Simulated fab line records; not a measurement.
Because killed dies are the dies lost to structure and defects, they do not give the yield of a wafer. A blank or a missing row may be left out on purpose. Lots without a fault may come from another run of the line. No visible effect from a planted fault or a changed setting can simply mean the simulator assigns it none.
What tool caused it? ; flow sky130 ; 13 lots with 39 wafers sampled at 5 steps, on a route of 708 steps

## WHAT THE GAUGES READ, wafer by wafer
The record lacks any reading of a measuring or inspecting step that a usual standard deviation could be used to judge.

## TOOL THAT RAN EACH LOT (tool first, then ch and the chambers of the sampled wafers, then the start)
lot;SKY_LI_CONTACT_CMP_24;SKY_VIA3_SPUTTER_20;SKY_METAL4_SPUTTER_01;SKY_VIA4_ETCH_12;SKY_PAD_OPEN_PROBE_99
L329;cmp-02 ch 0,1,3, day 30 09:37;pvdSputter-04, day 40 14:14;pvdSputter-03, day 40 14:55;rieDiel-04 ch 0,1,3, day 43 16:40;-
L328;cmp-02 ch 1,2, day 30 10:10;pvdSputter-03, day 40 15:56;pvdSputter-03, day 40 16:37;rieDiel-04 ch 0,2,3, day 43 18:25;-
L333;cmp-02 ch 1,2, day 30 10:37;pvdSputter-02, day 40 15:49;pvdSputter-04, day 40 16:30;rieDiel-03 ch 2,3, day 43 18:07;prober-02, day 46 22:57
L330;cmp-02 ch 1,2, day 30 11:37;pvdSputter-04, day 40 18:29;pvdSputter-01, day 40 19:11;rieDiel-04 ch 0,1,2, day 43 20:53;-
L332;cmp-02 ch 0,1, day 30 12:07;pvdSputter-04, day 40 16:43;pvdSputter-04, day 40 17:25;rieDiel-04 ch 0,1,3, day 43 19:13;-
L334;cmp-02 ch 0,1,3, day 30 12:22;pvdSputter-04, day 40 18:54;pvdSputter-01, day 40 19:35;rieDiel-01 ch 1,3, day 43 21:10;-
L336;cmp-01 ch 1,2,3, day 31 21:04;pvdSputter-02, day 41 20:53;pvdSputter-01, day 41 21:34;rieDiel-04 ch 1,2,3, day 44 20:49;prober-01, day 47 21:05
L338;cmp-02 ch 2,3, day 32 07:55;pvdSputter-03, day 42 03:38;pvdSputter-01, day 42 04:19;rieDiel-01 ch 0,1, day 45 01:31;-
L340;cmp-01 ch 0,1,3, day 37 00:55;pvdSputter-02, day 46 06:53;pvdSputter-01, day 46 07:42;rieDiel-04 ch 0,1,2, day 48 22:17;-
L347;cmp-01 ch 1,3, day 37 02:34;pvdSputter-04, day 46 10:23;pvdSputter-01, day 46 11:04;rieDiel-03 ch 1,3, day 48 23:28;-
L339;cmp-02 ch 0,1,2, day 37 04:09;pvdSputter-03, day 46 11:36;pvdSputter-04, day 46 12:25;rieDiel-01 ch 0,2,3, day 48 23:34;prober-01, day 51 13:04
L351;cmp-01 ch 0,2,3, day 37 08:34;pvdSputter-04, day 46 21:05;pvdSputter-04, day 46 21:46;rieDiel-01 ch 0,1,3, day 49 08:58;-
L346;cmp-02 ch 0,1,3, day 37 10:40;pvdSputter-04, day 46 22:46;pvdSputter-01, day 46 23:34;rieDiel-03 ch 0,1,2, day 49 10:46;prober-02, day 51 22:02
- SKY_LI_CONTACT_CMP_24: polishes, stops on PSG, t overpolish 20 s, target thk 0 nm.
- SKY_VIA3_SPUTTER_20: material TiN, target thk 20 nm, time 80 s.
- SKY_METAL4_SPUTTER_01: material TiN, target thk 20 nm, time 16.7 s.
- SKY_VIA4_ETCH_12: etches SiO2 in C4F8/O2/Ar, stops on TiN, target depth 580 nm.
- SKY_PAD_OPEN_PROBE_99

## WHAT THE TOOLS THEMSELVES READ (means of the sampled wafers that have a number; where no wafer has one, the mark that the record gives instead)
SKY_LI_CONTACT_CMP_24. Usual: motorCurrentA 11.0 A, standard deviation 1.7; overpolishRunS 20.001 s, standard deviation 0.0092; timeToEndpointS 98 s, standard deviation 3.2.
lot;tool;motorCurrentA (A);overpolishRunS (s);timeToEndpointS (s);flag
L329;cmp-02;9.6;20.012;97;
L328;cmp-02;12.6;19.989;100;
L333;cmp-02;13.2;19.995;99;
L330;cmp-02;12.5;20.006;98;
L332;cmp-02;10.4;19.999;98;
L334;cmp-02;10.0;20.004;96;
L336;cmp-01;11.6;20.005;98;
L338;cmp-02;10.8;20.001;99;
L340;cmp-01;11.2;19.997;98;
L347;cmp-01;11.3;20.003;96;
L339;cmp-02;11.4;20.002;100;
L351;cmp-01;11.8;20.002;99;
L346;cmp-02;9.6;20.009;101;

SKY_VIA3_SPUTTER_20. Usual: throttleValvePct 30.0 %, standard deviation 1.2.
lot;tool;throttleValvePct (%);flag
L329;pvdSputter-04;30.5;
L328;pvdSputter-03;28.5;
L333;pvdSputter-02;30.5;
L330;pvdSputter-04;30.4;
L332;pvdSputter-04;31.3;
L334;pvdSputter-04;30.4;
L336;pvdSputter-02;30.0;
L338;pvdSputter-03;30.5;
L340;pvdSputter-02;30.8;
L347;pvdSputter-04;29.8;
L339;pvdSputter-03;28.8;
L351;pvdSputter-04;29.6;
L346;pvdSputter-04;30.3;

SKY_METAL4_SPUTTER_01. Usual: throttleValvePct 29.9 %, standard deviation 1.1.
lot;tool;throttleValvePct (%);flag
L329;pvdSputter-03;29.5;
L328;pvdSputter-03;29.3;
L333;pvdSputter-04;30.4;
L330;pvdSputter-01;30.5;
L332;pvdSputter-04;29.7;
L334;pvdSputter-01;30.2;
L336;pvdSputter-01;30.2;
L338;pvdSputter-01;29.9;
L340;pvdSputter-01;29.8;
L347;pvdSputter-01;29.9;
L339;pvdSputter-04;30.6;
L351;pvdSputter-04;30.5;
L346;pvdSputter-01;29.9;

SKY_VIA4_ETCH_12. Usual: chamberPressureMTorr 40.00 mTorr, standard deviation 0.039; oesProductAu 0.926 a.u., standard deviation 0.0048.
lot;tool;chamberPressureMTorr (mTorr);oesProductAu (a.u.);flag
L329;rieDiel-04;40.03;0.927;
L328;rieDiel-04;39.98;0.923;
L333;rieDiel-03;40.00;0.925;
L330;rieDiel-04;40.03;0.930;
L332;rieDiel-04;40.00;0.929;
L334;rieDiel-01;39.96;0.930;
L336;rieDiel-04;40.01;0.927;
L338;rieDiel-01;40.00;0.927;
L340;rieDiel-04;40.01;0.925;
L347;rieDiel-03;39.99;0.927;
L339;rieDiel-01;40.00;0.923;
L351;rieDiel-01;39.98;0.926;
L346;rieDiel-03;39.96;0.928;

SKY_PAD_OPEN_PROBE_99. Usual: killed_at_M0_to_M3 42, standard deviation 7.3; killed_at_M4_up 3.4, standard deviation 2; killedAtContacts 24, standard deviation 5.6; killedAtFrontEnd 16, standard deviation 4.5; killedAtOther 0.2, standard deviation 0.51; killedDies 86, standard deviation 9.8; killedOnRim 17, standard deviation 3.8; killedOpen 46, standard deviation 7; killedShort 40, standard deviation 6.7.
lot;tool;killed_at_M0_to_M3;killed_at_M4_up;killedAtContacts;killedAtFrontEnd;killedAtOther;killedDies;killedOnRim;killedOpen;killedShort;flag
L333;prober-02;38;4.3;25;18;0.7;86;18;46;40;
L336;prober-01;43;3.7;22;16;0.7;85;18;49;36;
L339;prober-01;38;5.3;117;11;0.3;172;35;41;37;OFF
L346;prober-02;31;3.0;107;13;0.0;154;30;31;38;OFF

## THE ANSWER, worked out from the rows above alone
Rule: take the mean of a lot's wafers that have a number; if it is more than 3 standard deviations from the usual mean, the lot is off. A lot without any number at a reading at which 4 lots or more have one is off too. The other lots that the step has rows for count as sound. After the gauges, taken in route order, come the tools' own readings; for these a lot's mean is taken, as printed above. At the first step where some lot is off, the reading lying furthest off is the one used; lots without a number count as furthest.
Off: L339, L346 (SKY_PAD_OPEN_PROBE_99, killedAtContacts). Neither off nor sound, because the step has no rows for them: L329, L328, L330, L332, L334, L338, L340, L347, L351.
A tool fits if, at that step or a process step before it, it ran every lot that is off, and no sound lot after the first of them. One fits: cmp-02 at SKY_LI_CONTACT_CMP_24. Its last sound lot is L333 (day 30 10:37), its first lot that is off L339 (day 37 04:09): a fault that began between those two fits.

## WHAT WAS PUT IN BY THE SIMULATOR
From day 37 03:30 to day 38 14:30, cmp-02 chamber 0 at SKY_LI_CONTACT_CMP_24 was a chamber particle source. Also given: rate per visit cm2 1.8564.
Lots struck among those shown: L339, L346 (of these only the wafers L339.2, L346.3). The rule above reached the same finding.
